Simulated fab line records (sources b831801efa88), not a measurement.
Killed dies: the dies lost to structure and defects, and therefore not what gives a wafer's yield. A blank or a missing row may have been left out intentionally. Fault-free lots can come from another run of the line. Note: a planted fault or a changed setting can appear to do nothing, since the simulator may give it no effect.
fab line records -- flow sky130
record lots=5, wafers=15, lastDay=50
route steps=708 shown VT_ADJUST_PCH@151 SONOS_TUNNEL@154
lots untouched by any fault: they come from a run of this same line in which no faults occurred
startH: hours from the record's opening day to when the first of the lot's shown wafers began -- waitH: hours from the lot's prior step to this one -- " unchanged from the row above -- L1.1+2: several wafers, shown together as one row -- - no value present, or no start provided -- * or withheld: withheld -- < > ~ a bound
route shown NAME@n: names a module that has steps shown in the file, with the first one's number in the route -- usual: mean and standard deviation over wafers with no fault -- same: alike in all rows -- chamber/n: place in a boat -- sites: per-site readings -- _std_site: their standard deviation -- _edge_site: outer sites' mean less inner sites' -- radiusMm: for every site, how far away it sits from the centre of the wafer -- mask NAME#n: copy n -- behind: the last tool/chamber to shape the wafer -- hold: cause of the lot's hold/its duration in hours/its outcome -- device: names the non-switching transistor (n, p or np) -- end of line: tests run on the same wafers once the route is complete -- for a step that has no rows: nothing shown but its recipe -- killed: dies lost to structure and defects at the first sort, not the wafer's yield -- map: a wafer's dies, marking killed ones x, the rest . and places with no die _
set.NAME: the setting as run; set.NAME@STEP: as run at that earlier step -- model.NAME: the simulator's own value behind a step, which no gauge read
certain route steps with their lots: each step a table, each wafer a row
services: the hour from which a tool's chamber was out of use, counted from the record's first day as startH (under 0 if before that day), plus the number of hours and why
## steps
# step SKY_VT_ADJUST_PCH_IMPLANT_08
# recipe species=B, energyKev=10, doseCm2=5e+11, tiltDeg=withheld
# usual beamOnS=9.99/0.2
lot.wafer,tool,chamber,startH,waitH,beamOnS
L080.1,implanter-04,0,274.15,0.0,9.94
L080.3,implanter-04,0,274.15,0.0,9.93
L080.6,implanter-04,0,274.15,0.0,9.53
L082.2,implanter-02,0,286.92,0.0,10.01
L082.3,implanter-02,0,286.92,0.0,10.09
L082.6,implanter-02,0,286.92,0.0,9.81
L086.2,implanter-04,0,320.47,0.0,9.93
L086.3,implanter-04,0,320.47,0.0,10.12
L086.6,implanter-04,0,320.47,0.0,9.77
L088.1,implanter-02,0,332.23,0.0,9.94
L088.2,implanter-02,0,332.23,0.0,10.28
L088.5,implanter-02,0,332.23,0.0,9.90
L096.3,implanter-04,0,393.25,0.1,10.10
L096.5,implanter-04,0,393.25,0.1,9.72
L096.6,implanter-04,0,393.25,0.1,10.29
# step SKY_VT_ADJUST_PCH_STRIP_09
# recipe chemistry=O2/N2, powerW=1400, pressureMtorr=1500, platenTempC=withheld, o2FlowSccm=3000, n2FlowSccm=300, overashFraction=0.5
# usual drypumpMotorCurrentA=6.0/0.39, oesProductAu=0.722/0.0047, stripTimeToEndpointS=36.96/0.095
# same overashFraction=0.5
lot.wafer,tool,chamber,startH,waitH,drypumpMotorCurrentA,oesProductAu,rfHoursCounterH,stripTimeToEndpointS
L080.1,plasmaAsher-01,0,274.30,0.1,6.7,0.720,16,36.94
L080.3,plasmaAsher-01,0,274.30,0.1,6.7,0.713,-,37.03
L080.6,plasmaAsher-01,1,274.30,0.1,5.9,0.730,-,36.94
L082.2,plasmaAsher-03,1,287.05,0.1,6.1,0.722,58,37.08
L082.3,plasmaAsher-03,0,287.05,0.1,5.6,0.721,-,37.11
L082.6,plasmaAsher-03,0,287.05,0.1,5.5,0.727,-,37.04
L086.2,plasmaAsher-03,0,320.60,0.1,5.5,0.715,59,36.97
L086.3,plasmaAsher-03,1,320.60,0.1,6.1,0.721,-,36.83
L086.6,plasmaAsher-03,0,320.60,0.1,5.5,0.721,-,37.09
L088.1,plasmaAsher-01,0,332.38,0.1,6.7,0.718,22,36.92
L088.2,plasmaAsher-01,1,332.38,0.1,5.9,0.720,22,36.98
L088.5,plasmaAsher-01,0,332.38,0.1,6.7,0.716,-,37.05
L096.3,plasmaAsher-01,1,393.38,0.1,5.9,0.726,-,36.86
L096.5,plasmaAsher-01,1,393.38,0.1,5.9,0.725,-,36.85
L096.6,plasmaAsher-01,0,393.38,0.1,6.7,0.728,-,36.92
# step SKY_VT_ADJUST_PCH_TW_MEAS_10
# usual VT_ADJUST_PCH_TW=143.3/0.82
lot.wafer,tool,chamber,startH,waitH,VT_ADJUST_PCH_TW
L080.1,filmMetro-02,-,274.40,0.1,143.7
L080.3,filmMetro-02,-,274.40,0.1,143.5
L080.6,filmMetro-02,-,274.40,0.1,143.3
L082.2,filmMetro-01,-,287.16,0.1,143.9
L082.3,filmMetro-01,-,287.16,0.1,143.6
L082.6,filmMetro-01,-,287.16,0.1,143.2
L086.2,filmMetro-02,-,320.71,0.1,144.2
L086.3,filmMetro-02,-,320.71,0.1,145.0
L086.6,filmMetro-02,-,320.71,0.1,144.5
L088.1,filmMetro-01,-,332.48,0.1,142.9
L088.2,filmMetro-01,-,332.48,0.1,143.3
L088.5,filmMetro-01,-,332.48,0.1,142.6
L096.3,filmMetro-04,-,393.47,0.1,142.5
L096.5,filmMetro-04,-,393.47,0.1,142.6
L096.6,filmMetro-04,-,393.47,0.1,142.6
# step SKY_SONOS_TUNNEL_DEHYDRATE_00
# recipe tempC=200, timeS=60
# usual plateTempC=200.01/0.16
# same timeS=60
lot.wafer,tool,chamber,startH,waitH,plateTempC
L080.1,lithoTrack-04,0,286.25,11.8,200.00
L080.3,lithoTrack-04,0,286.25,11.8,200.07
L080.6,lithoTrack-04,0,286.25,11.8,199.91
L082.2,lithoTrack-04,0,299.77,12.6,199.86
L082.3,lithoTrack-04,0,299.77,12.6,200.16
L082.6,lithoTrack-04,0,299.77,12.6,199.95
L086.2,lithoTrack-04,0,332.87,12.2,200.11
L086.3,lithoTrack-04,0,332.87,12.2,199.92
L086.6,lithoTrack-04,0,332.87,12.2,200.17
L088.1,lithoTrack-03,0,344.70,12.2,199.94
L088.2,lithoTrack-03,0,344.70,12.2,199.91
L088.5,lithoTrack-03,0,344.70,12.2,199.69
L096.3,lithoTrack-04,0,407.45,14.0,200.02
L096.5,lithoTrack-04,0,407.45,14.0,200.14
L096.6,lithoTrack-04,0,407.45,14.0,200.01
# step SKY_SONOS_TUNNEL_HMDS_01
# recipe primeTimeS=60, primeTempC=120
lot.wafer,tool,chamber,startH,waitH
L080.1+3+6,lithoTrack-04,0,286.40,0.1
L082.2+3+6,lithoTrack-04,0,299.92,0.1
L086.2+3+6,lithoTrack-04,0,333.02,0.1
L088.1+2+5,lithoTrack-03,0,344.85,0.1
L096.3+5+6,lithoTrack-04,0,407.60,0.1
# step SKY_SONOS_TUNNEL_COAT_02
# recipe resist=NOVOLAK, spinRpm=3000, resistThkNm=1140
# usual dispensePressureKPa=51.7/1.9
lot.wafer,tool,chamber,startH,waitH,dispensePressureKPa
L080.1,lithoTrack-04,0,286.55,0.1,54.0
L080.3,lithoTrack-04,0,286.55,0.1,54.0
L080.6,lithoTrack-04,0,286.55,0.1,54.0
L082.2,lithoTrack-04,0,300.07,0.1,54.0
L082.3,lithoTrack-04,0,300.07,0.1,54.0
L082.6,lithoTrack-04,0,300.07,0.1,54.0
L086.2,lithoTrack-04,0,333.17,0.1,54.0
L086.3,lithoTrack-04,0,333.17,0.1,54.0
L086.6,lithoTrack-04,0,333.17,0.1,54.0
L088.1,lithoTrack-03,0,345.00,0.1,50.0
L088.2,lithoTrack-03,0,345.00,0.1,49.9
L088.5,lithoTrack-03,0,345.00,0.1,50.0
L096.3,lithoTrack-04,0,407.75,0.1,53.9
L096.5,lithoTrack-04,0,407.75,0.1,54.0
L096.6,lithoTrack-04,0,407.75,0.1,54.0
# step SKY_SONOS_TUNNEL_SOFTBAKE_03
# recipe tempC=90, timeS=60, resist=NOVOLAK
# usual plateTempC=89.97/0.13
# same timeS=60
lot.wafer,tool,chamber,startH,waitH,plateTempC
L080.1,lithoTrack-04,0,286.70,0.1,90.07
L080.3,lithoTrack-04,0,286.70,0.1,89.97
L080.6,lithoTrack-04,0,286.70,0.1,90.13
L082.2,lithoTrack-04,0,300.22,0.1,89.83
L082.3,lithoTrack-04,0,300.22,0.1,89.83
L082.6,lithoTrack-04,0,300.22,0.1,89.84
L086.2,lithoTrack-04,0,333.32,0.1,89.79
L086.3,lithoTrack-04,0,333.32,0.1,89.94
L086.6,lithoTrack-04,0,333.32,0.1,89.88
L088.1,lithoTrack-03,0,345.15,0.1,89.73
L088.2,lithoTrack-03,0,345.15,0.1,89.85
L088.5,lithoTrack-03,0,345.15,0.1,89.87
L096.3,lithoTrack-04,0,407.90,0.1,89.69
L096.5,lithoTrack-04,0,407.90,0.1,89.83
L096.6,lithoTrack-04,0,407.90,0.1,89.67
# step SKY_SONOS_TUNNEL_EXPOSE_04
# recipe maskId=TUNM, na=0.6, sourceShape=conventional, sigmaOuter=0.6, polarization=unpolarized, targetCdNm=410, doseMj=136
lot.wafer,tool,chamber,startH,waitH,mask
L080.1+3+6,ilineStepper-01,0,-,-,TUNM#0
L082.2+3+6,ilineStepper-01,0,-,-,TUNM#0
L086.2+3+6,ilineStepper-01,0,-,-,TUNM#0
L088.1+2+5,ilineStepper-01,0,-,-,TUNM#0
L096.3+5+6,ilineStepper-01,0,-,-,TUNM#0
# step SKY_SONOS_TUNNEL_PEB_05
# recipe tempC=withheld, timeS=*, resist=NOVOLAK
# same timeS=*
lot.wafer,tool,chamber,startH,waitH
L080.1+3+6,lithoTrack-03,0,-,-
L082.2+3+6,lithoTrack-04,0,-,-
L086.2+3+6,lithoTrack-03,0,-,-
L088.1+2+5,lithoTrack-04,0,-,-
L096.3+5+6,lithoTrack-04,0,-,-
# step SKY_SONOS_TUNNEL_DEVELOP_06
# recipe resist=NOVOLAK, developer=TMAH, developTimeS=60, devTempC=23
lot.wafer,tool,chamber,startH,waitH
L080.1+3+6,lithoTrack-03,0,299.20,0.1
L082.2+3+6,lithoTrack-04,0,313.32,0.1
L086.2+3+6,lithoTrack-03,0,346.82,0.1
L088.1+2+5,lithoTrack-04,0,358.70,0.1
L096.3+5+6,lithoTrack-04,0,422.70,0.1
# step SKY_SONOS_TUNNEL_CD_MEAS_07
# recipe targetCdNm=410
# usual cdNm=410.3/2.2
lot.wafer,tool,chamber,startH,waitH,cdNm
L080.1,cdSem-02,-,299.35,0.1,410.8
L080.3,cdSem-02,-,299.35,0.1,409.8
L080.6,cdSem-02,-,299.35,0.1,409.5
L082.2,cdSem-01,-,313.47,0.1,412.1
L082.3,cdSem-01,-,313.47,0.1,411.9
L082.6,cdSem-01,-,313.47,0.1,410.8
L086.2,cdSem-01,-,346.97,0.1,412.0
L086.3,cdSem-01,-,346.97,0.1,410.6
L086.6,cdSem-01,-,346.97,0.1,410.7
L088.1,cdSem-01,-,358.85,0.1,408.3
L088.2,cdSem-01,-,358.85,0.1,409.0
L088.5,cdSem-01,-,358.85,0.1,407.5
L096.3,cdSem-02,-,422.84,0.1,412.2
L096.5,cdSem-02,-,422.84,0.1,411.6
L096.6,cdSem-02,-,422.84,0.1,410.6
# step SKY_SONOS_TUNNEL_OVL_MEAS_08
# usual SONOS_TUNNEL_OVL=0.3/1.3
lot.wafer,tool,chamber,startH,waitH,SONOS_TUNNEL_OVL[nm]
L080.1,overlay-02,-,299.47,0.1,-1.0
L080.3,overlay-02,-,299.47,0.1,-1.9
L080.6,overlay-02,-,299.47,0.1,-1.5
L082.2,overlay-02,-,313.57,0.1,1.4
L082.3,overlay-02,-,313.57,0.1,2.4
L082.6,overlay-02,-,313.57,0.1,1.7
L086.2,overlay-02,-,347.07,0.1,-0.6
L086.3,overlay-02,-,347.07,0.1,-0.3
L086.6,overlay-02,-,347.07,0.1,-0.4
L088.1,overlay-01,-,358.97,0.1,-0.8
L088.2,overlay-01,-,358.97,0.1,-1.6
L088.5,overlay-01,-,358.97,0.1,-0.2
L096.3,overlay-01,-,422.93,0.1,0.4
L096.5,overlay-01,-,422.93,0.1,-1.2
L096.6,overlay-01,-,422.93,0.1,-1.3
# step SKY_SONOS_TUNNEL_IMPLANT_09
# recipe species=B, energyKev=20, doseCm2=1e+12, tiltDeg=withheld
# usual beamOnS=10.00/0.21
lot.wafer,tool,chamber,startH,waitH,beamOnS
L080.1,implanter-03,0,299.51,0.0,9.70
L080.3,implanter-03,0,299.51,0.0,9.75
L080.6,implanter-03,0,299.51,0.0,10.22
L082.2,implanter-03,0,313.63,0.0,10.24
L082.3,implanter-03,0,313.63,0.0,10.11
L082.6,implanter-03,0,313.63,0.0,9.99
L086.2,implanter-01,0,347.13,0.0,9.98
L086.3,implanter-01,0,347.13,0.0,9.85
L086.6,implanter-01,0,347.13,0.0,9.88
L088.1,implanter-01,0,359.00,0.0,10.10
L088.2,implanter-01,0,359.00,0.0,9.50
L088.5,implanter-01,0,359.00,0.0,9.99
L096.3,implanter-01,0,423.00,0.1,10.06
L096.5,implanter-01,0,423.00,0.1,10.27
L096.6,implanter-01,0,423.00,0.1,9.87
## services
tool,chamber,startH,hours,kind
implanter-03,-,273.84,3.7,pm
ilineStepper-01,-,284.71,2.1,pm
ilineStepper-01,-,286.79,-,consumableReplace:lamp
implanter-01,-,293.58,3.6,pm
plasmaAsher-03,-,305.50,14.6,pm
implanter-01,-,330.44,13.6,repair
plasmaAsher-03,-,334.40,0.4,repair
implanter-01,-,362.46,4.9,repair
implanter-02,-,366.97,2.1,repair
plasmaAsher-01,-,368.21,1.4,repair
ilineStepper-01,-,373.20,8.9,pm
plasmaAsher-03,-,374.07,1.3,repair
implanter-01,-,380.61,0.7,repair
ilineStepper-01,-,397.90,1.7,pm
implanter-04,-,408.24,2.8,pm
implanter-02,-,408.90,2.9,repair
implanter-04,-,413.03,6.6,repair
## key
fault none
